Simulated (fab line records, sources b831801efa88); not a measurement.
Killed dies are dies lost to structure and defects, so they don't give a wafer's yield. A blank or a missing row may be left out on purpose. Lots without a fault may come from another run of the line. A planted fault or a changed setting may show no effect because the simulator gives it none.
Chamber matching | flow gf180mcu | GF_CONTACT_CMP_04 on cmp-01: 4 sister chambers
The step polishes SiO2. 18 wafers are shown with their chamber, then 9 later ones without.

WAFERS WITH THEIR CHAMBER
wafer  | chamber | motor_current_A (A) | time_to_endpoint_s (s) | slurry_flow_ml_min
L835.1 | 1       | 10.3                | 109                    | 149.4
L835.2 | 0       | 9.3                 | 122                    | 149.2
L835.3 | 2       | 12.3                | 117                    | 149.5
L836.1 | 2       | 12.9                | 110                    | 149.3
L836.5 | 1       | 10.5                | 119                    | 149.5
L836.6 | 2       | 12.4                | 117                    | 149.3
L838.2 | 2       | 12.4                | 120                    | 149.9
L838.3 | 0       | 9.4                 | 118                    | 149.7
L838.4 | 1       | 10.1                | 121                    | 149.7
L839.1 | 0       | 9.6                 | 123                    | 149.9
L839.4 | 2       | 12.6                | 121                    | 149.3
L839.5 | 0       | 9.5                 | 120                    | 150.8
L840.2 | 2       | 12.3                | 112                    | 150.0
L840.4 | 0       | 10.1                | 129                    | 150.4
L840.5 | 1       | 9.8                 | 108                    | 149.4
L842.2 | 3       | 11.1                | 112                    | 149.8
L842.3 | 2       | 12.0                | 114                    | 150.4
L842.4 | 1       | 10.6                | 111                    | 149.9

SIGNATURES (means of the wafers above)
reading            | chamber 0 | chamber 1 | chamber 2 | chamber 3 | scatter within a chamber
motor_current_A    | 9.580     | 10.260    | 12.414    | 11.100    | 0.301
time_to_endpoint_s | 122.40    | 113.60    | 115.86    | 112.00    | 4.72
slurry_flow_ml_min | 150.000   | 149.580   | 149.671   | 149.800   | 0.452
Rule: a wafer's distance from a chamber is the root of the sum, over the readings, of the square of ((its reading less the chamber's mean) divided by the reading's scatter). The wafer belongs to the nearest chamber; if the next one is less than 2 further off, it can't be placed. The scatter: the root of (the sum of the squares of (reading less its chamber's mean) over the shown wafers, divided by (wafers less chambers)).

WAFERS WITHOUT THEIR CHAMBER
wafer  | motor_current_A (A) | time_to_endpoint_s (s) | slurry_flow_ml_min
L845.1 | 11.4                | 106                    | 150.4
L845.4 | 9.9                 | 114                    | 150.0
L845.6 | 10.2                | 106                    | 150.3
L846.1 | 10.2                | 107                    | 149.6
L846.5 | 11.1                | 119                    | 150.0
L846.6 | 12.2                | 111                    | 150.1
L856.1 | 10.7                | 99                     | 149.9
L856.3 | 11.6                | 111                    | 149.9
L856.6 | 10.3                | 104                    | 149.6

WHICH CHAMBER EACH WENT THROUGH
wafer  | from the rows above          | in truth
L845.1 | 3                            | 3
L845.4 | can't be placed: 1 or 0      | 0
L845.6 | can't be placed: 1 or 3 or 0 | 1
L846.1 | can't be placed: 1 or 3      | 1
L846.5 | can't be placed: 3 or 1      | 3
L846.6 | 2                            | 2
L856.1 | can't be placed: 3 or 1      | 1
L856.3 | can't be placed: 3 or 2      | 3
L856.6 | can't be placed: 1 or 3      | 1
Placed correctly: 2 of 9. Can't be placed from these rows: 7 (the true chamber is among the candidates in 7). Placed wrongly: 0.
